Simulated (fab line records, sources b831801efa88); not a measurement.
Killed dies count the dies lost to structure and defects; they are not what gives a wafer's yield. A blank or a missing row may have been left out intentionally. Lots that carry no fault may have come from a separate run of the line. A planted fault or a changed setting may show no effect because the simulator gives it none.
Struck lot and sound lot, side by side ; flow sky130 ; 16 out of 708 route steps
Sound: the wafers L615.1, L615.3, L615.4. Struck: wafer L621.6. (L621.2, L621.5 of the same lot were not struck and are left out.) The cause comes at the end.
At each step with rows: each side's tool, then ch and its chambers, then its first start. Under that, the readings that differ: sound wafers ; struck wafers ; difference of the means ; sigmas: that difference in standard deviations of wafers without a fault.
alike: a reading whose means differ by less than 2 such deviations, as well as words and numbers matching on both sides. not compared: withheld readings; readings where some wafer has no value; bounds like >300 that might hide an equal value; numbers whose values overlap and for which the record gives no deviation.
Wherever a step has rows on one side only, a row that says differs or no value, or a row with sigmas, the two part there. Numbers that don't overlap but have no deviation are shown without sigmas and don't part them. A reading missing from all wafers of one side parts the sides only when that side holds two or more wafers.

first, 3 steps without rows for these wafers: SKY_LI_CONTACT_EXPOSE_09 (exposes mask LICM1, target cd 170 nm); SKY_LI_CONTACT_PEB_10; SKY_LI_CONTACT_DEVELOP_11 (develop time 60 s).
SKY_LI_CONTACT_CD_MEAS_12 targets a cd of 170 nm.
  sound on cd sem-02, day 30 04:34; struck on cd sem-02, day 31 19:32
  alike: cd nm
SKY_LI_CONTACT_OVL_MEAS_13:
  sound on overlay-01, day 30 04:41; struck on overlay-01, day 31 19:38
reading;sound;struck;difference;sigmas
LI_CONTACT_OVL (nm);6 2 2;-8;-11;-2
SKY_LI_CONTACT_ETCH_14: etches BARC in N2/H2, stops on SiO2, time 45.9 s, target depth 60 nm.
  sound on rie diel-01 ch 0,2,3, day 30 04:43; struck on rie diel-01 ch 1, day 31 19:40
  alike: drypump motor current A, n2 flow sccm, oes product au, rf fwd power W, throttle valve pct
  not compared: rf hours counter h
then, 1 step without rows for these wafers: SKY_LI_CONTACT_ETCH_15 (etches PSG in C4F8/O2/Ar, stops on Si, target depth 600 nm).
SKY_LI_CONTACT_STRIP_16: strips in O2/N2.
  sound on plasma asher-04 ch 0,1, day 30 04:51; struck on plasma asher-02 ch 1, day 31 19:48
reading;sound;struck;difference;sigmas
n2 flow sccm (sccm);298.9 300.2 297.7;301.4;+2.5;+3
  alike: drypump motor current A, o2 flow sccm, oes product au, strip time to endpoint s
  not compared: rf hours counter h
then, 2 steps without rows for these wafers: SKY_LI_CONTACT_CLEAN_17 (cleans in NMP, time 600 s); SKY_LI_CONTACT_PRE_CLEAN_18 (time 5.6 s).
SKY_LI_CONTACT_SPUTTER_19: material Ti, target thk 20 nm, time 106.37 s.
  sound on pvd sputter-03, day 30 05:09; struck on pvd sputter-01, day 31 20:07
  alike: throttle valve pct
SKY_LI_CONTACT_SPUTTER_20: material TiN, target thk 20 nm, time 80 s.
  sound on pvd sputter-03, day 30 05:13; struck on pvd sputter-01, day 31 20:11
  alike: throttle valve pct
SKY_LI_CONTACT_CVD_21: deposits W, target thk 400 nm, time 120.56 s.
  sound on cvd w-02 ch 0,1, day 30 05:17; struck on cvd w-01 ch 1, day 31 20:15
reading;sound;struck;difference;sigmas
model.W_of_LI_CONTACT_CVD_21.thk nm (nm);397.4 403.4 406.4;427.1;+24.7;
  alike: heater power outer w, heater power w
SKY_LI_CONTACT_RS_MEAS_22: measures by four-point-probe.
  sound on film metro-02, day 30 05:25; struck on film metro-01, day 31 20:41
reading;sound;struck;difference;sigmas
LI_CONTACT_W_RS (ohm/sq);0.2868 0.2819 0.2802;0.2663;-0.0167;-6
  not compared: hold
SKY_LI_CONTACT_THK_MEAS_23: measures by xrf.
  sound on film metro-02, day 30 05:32; struck on film metro-01, day 32 00:09
reading;sound;struck;difference;sigmas
LI_CONTACT_W_THK (nm);425 434 433;445;+14;+3
  not compared: hold
SKY_LI_CONTACT_CMP_24: polishes, stops on PSG, t overpolish 20 s, target thk 0 nm.
  sound on cmp-01 ch 0,1,3, day 30 05:38; struck on cmp-02 ch 1, day 32 04:10
reading;sound;struck;difference;sigmas
hold;- - -;await dispo/3.2h/release;no value on the sound wafers;
motor current A (A);10.7 9.5 10.5;13.2;+3.0;+2
  alike: slurry filter dp kPa

WHERE THEY PART
Last at SKY_LI_CONTACT_CMP_24 as far as this record goes, first at SKY_LI_CONTACT_OVL_MEAS_13.

WHY: what had been put in by the simulator
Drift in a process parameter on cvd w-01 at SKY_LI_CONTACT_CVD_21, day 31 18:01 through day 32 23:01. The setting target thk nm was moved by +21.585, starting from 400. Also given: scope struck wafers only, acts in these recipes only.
